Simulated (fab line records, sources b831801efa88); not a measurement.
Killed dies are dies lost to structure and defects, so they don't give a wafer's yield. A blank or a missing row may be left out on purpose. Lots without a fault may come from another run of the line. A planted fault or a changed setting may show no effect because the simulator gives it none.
Which tool did it? | flow gf180mcu | 13 lots, 39 wafers sampled, at 6 steps of a route of 602

WHAT THE GAUGES READ, wafer by wafer
GF_VT_IMPLANT_TW_MEAS_32.
lot  | measured     | on            | VT_IMPLANT_3_TW
L347 | day 6 19:26  | film_metro-02 | 264 265 263
L348 | day 7 06:50  | film_metro-02 | 267 266 266
L350 | day 7 17:46  | film_metro-01 | 272 274 274
L352 | day 8 05:11  | film_metro-03 | 267 268 268
L353 | day 8 11:39  | film_metro-01 | 271 270 270
L354 | day 8 20:50  | film_metro-01 | 272 273 272
L363 | day 11 06:20 | film_metro-03 | 268 267 267
L364 | day 11 11:53 | film_metro-01 | 272 270 271
L365 | day 11 15:58 | film_metro-03 | 268 267 268
L367 | day 12 03:19 | film_metro-01 | 273 273 273
L368 | day 12 12:05 | film_metro-01 | 271 272 272
L369 | day 12 17:59 | film_metro-02 | 264 264 264
L370 | day 13 03:10 | film_metro-01 | 272 272 271

GF_DUAL_GATE_OVL_MEAS_11.
lot  | measured     | on         | DUAL_GATE_OVL (nm)
L347 | day 8 06:08  | overlay-01 | 1.6 -0.1 -0.8
L348 | day 8 17:07  | overlay-01 | -1.4 -1.5 -2.0
L350 | day 9 06:10  | overlay-01 | 0.8 1.6 0.0
L352 | day 9 18:34  | overlay-01 | -2.5 -2.3 -2.7
L353 | day 10 05:44 | overlay-02 | -1.6 -3.4 -2.8
L354 | day 10 14:59 | overlay-02 | -1.1 -0.2 -0.7
L363 | day 12 23:35 | overlay-02 | -4.1 -2.3 -2.3
L364 | day 13 05:59 | overlay-02 | -0.7 -0.6 -1.3
L365 | day 13 09:29 | overlay-02 | -3.7 -0.6 -1.7
L367 | day 13 21:46 | overlay-01 | 0.7 -1.0 -1.2
L368 | day 14 07:02 | overlay-01 | -0.5 -2.1 -2.6
L369 | day 14 13:14 | overlay-02 | -2.0 -0.4 -1.7
L370 | day 15 00:08 | overlay-01 | -0.4 -0.3 1.7

GF_HV_LDD_TW_MEAS_11.
lot  | measured     | on            | HV_LDD_TW
L347 | day 9 23:54  | film_metro-01 | 2457 2450 2447
L348 | day 10 13:45 | film_metro-03 | 2392 2405 2391
L350 | day 11 05:31 | film_metro-04 | 2484 2482 2465
L352 | day 11 15:27 | film_metro-04 | 2478 2473 2467
L353 | day 12 04:25 | film_metro-01 | 2438 2436 2441
L354 | day 12 12:50 | film_metro-03 | 2403 2385 2368
L363 | day 14 23:02 | film_metro-03 | 2410 2411 2403
L364 | day 15 04:57 | film_metro-04 | 2670 2668 2672
L365 | day 15 08:51 | film_metro-01 | 2619 2630 2624
L367 | day 15 21:30 | film_metro-01 | 2436 2424 2438
L368 | day 16 09:59 | film_metro-04 | 2479 2479 2483
L369 | day 16 14:31 | film_metro-01 | 2439 2431 2445
L370 | day 17 02:46 | film_metro-01 | 2423 2433 2434

GF_HV_LDD_OVL_MEAS_20.
lot  | measured     | on         | HV_LDD_01_OVL (nm)
L347 | day 10 16:32 | overlay-01 | -1.1 -1.9 -1.1
L348 | day 11 06:53 | overlay-02 | -0.6 1.9 1.5
L350 | day 12 00:27 | overlay-02 | -0.6 -0.1 0.8
L352 | day 12 10:47 | overlay-02 | -0.4 -1.2 -0.7
L353 | day 12 23:14 | overlay-01 | -0.8 -0.3 -0.7
L354 | day 13 08:15 | overlay-02 | -0.6 0.1 -0.9
L363 | day 15 21:05 | overlay-02 | -1.2 -0.3 -0.4
L364 | day 16 03:05 | overlay-01 | 0.4 0.2 -1.0
L365 | day 16 06:53 | overlay-02 | -1.2 0.2 -1.2
L367 | day 16 19:26 | overlay-02 | 1.0 1.6 2.2
L368 | day 17 08:56 | overlay-02 | 2.1 1.9 0.6
L369 | day 17 14:00 | overlay-01 | -2.2 -0.3 -1.2
L370 | day 18 02:14 | overlay-02 | -1.4 0.4 -2.6

GF_HV_LDD_RS_MEAS_53: measures by four-point-probe.
lot  | measured     | on            | HV_LDD_RS (ohm/sq)
L347 | day 12 07:47 | film_metro-01 | 418.7 418.4 418.5
L348 | day 12 22:14 | film_metro-03 | 419.2 419.9 419.3
L350 | day 13 16:42 | film_metro-01 | 418.3 418.7 418.2
L352 | day 14 04:25 | film_metro-04 | 419.1 419.5 417.8
L353 | day 14 17:30 | film_metro-03 | 418.9 418.9 419.5
L354 | day 15 02:44 | film_metro-04 | 420.7 420.1 420.3
L363 | day 17 19:15 | film_metro-03 | 417.2 418.1 418.1
L364 | day 18 02:20 | film_metro-01 | 411.8 412.1 412.3
L365 | day 18 06:25 | film_metro-03 | 412.8 413.1 412.9
L367 | day 18 19:01 | film_metro-01 | 416.9 417.3 417.5
L368 | day 19 09:10 | film_metro-03 | 418.3 417.3 417.7
L369 | day 19 14:27 | film_metro-03 | 418.5 418.9 417.5
L370 | day 20 03:37 | film_metro-03 | 417.4 417.2 417.7

WHICH TOOL RAN EACH LOT (tool, then ch and the chambers of the sampled wafers, then the start)
lot  | GF_HV_LDD_IMPLANT_09
L347 | implanter-04 ch 0, day 9 23:40
L348 | implanter-02 ch 0, day 10 13:31
L350 | implanter-01 ch 0, day 11 05:16
L352 | implanter-01 ch 0, day 11 15:13
L353 | implanter-04 ch 0, day 12 04:10
L354 | implanter-01 ch 0, day 12 12:35
L363 | implanter-02 ch 0, day 14 22:49
L364 | implanter-01 ch 0, day 15 04:43
L365 | implanter-01 ch 0, day 15 08:37
L367 | implanter-02 ch 0, day 15 21:16
L368 | implanter-04 ch 0, day 16 09:45
L369 | implanter-04 ch 0, day 16 14:17
L370 | implanter-04 ch 0, day 17 02:31
- GF_HV_LDD_IMPLANT_09

WHAT THE TOOLS THEMSELVES READ (means of the sampled wafers that have a number; where no wafer has one, the mark that the record gives instead)
GF_HV_LDD_IMPLANT_09.
lot  | tool         | beam_energy_keV | dose_ions_cm2
L347 | implanter-04 | 39.992          | 1e+14
L348 | implanter-02 | 39.995          | 1e+14
L350 | implanter-01 | 39.992          | 1e+14
L352 | implanter-01 | 39.992          | 1e+14
L353 | implanter-04 | 39.990          | 1e+14
L354 | implanter-01 | 39.997          | 1e+14
L363 | implanter-02 | 40.003          | 1e+14
L364 | implanter-01 | 51.208          | 1e+14
L365 | implanter-01 | 51.208          | 1e+14
L367 | implanter-02 | 39.984          | 1e+14
L368 | implanter-04 | 40.014          | 1e+14
L369 | implanter-04 | 40.003          | 1e+14
L370 | implanter-04 | 39.999          | 1e+14

THE ANSWER, worked out from the rows above alone
Rule: what is usual is taken from the lots themselves. Put in order of their means at a reading, lots are off if they are a third of the lots or fewer, leave a main group of 4 or more, and stand apart from it by a gap of 3 or more times the standard deviation of the main group's means; of several such gaps the widest counts. A main group whose means are all the same, to the digits that the tables above print for the reading, isn't used. A lot without any number at a reading at which 4 lots or more have one is off too. The other lots that the step has rows for count as sound. The gauges are gone through in route order, then the tools' own readings, and for those a lot's mean is taken as printed above. The first step at which some lot is off is used, and at that step the reading that is off furthest; a lot without a number counts as furthest.
Off: L364, L365, at GF_HV_LDD_TW_MEAS_11 (HV_LDD_TW). The main group: mean 2437, standard deviation 30.
A tool fits if, at a process step before that reading, it ran every lot that is off, and no sound lot after the first of them. The gauges at GF_HV_LDD_TW_MEAS_11 aren't tried: what is off there is off at GF_HV_LDD_IMPLANT_09 too, on other tools, and a gauge's error can't cause that. One fits: implanter-01 at GF_HV_LDD_IMPLANT_09. Its last sound lot is L354 (day 12 12:35), its first lot that is off L364 (day 15 04:43): a fault that began between those two fits.
The tool's own readings at GF_HV_LDD_IMPLANT_09 bear it out: on the lots that are off they differ by more than 5 times the standard deviation of the sound lots' means. beam_energy_keV reads 51.208 there against 39.996 on the sound lots.

WHAT THE SIMULATOR HAD PUT IN
Process parameter drift: implanter-01, from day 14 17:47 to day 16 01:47, at GF_HV_LDD_IMPLANT_09. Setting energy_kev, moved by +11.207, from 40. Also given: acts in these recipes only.
Lots struck among those shown: L364, L365. The rule above found the same.
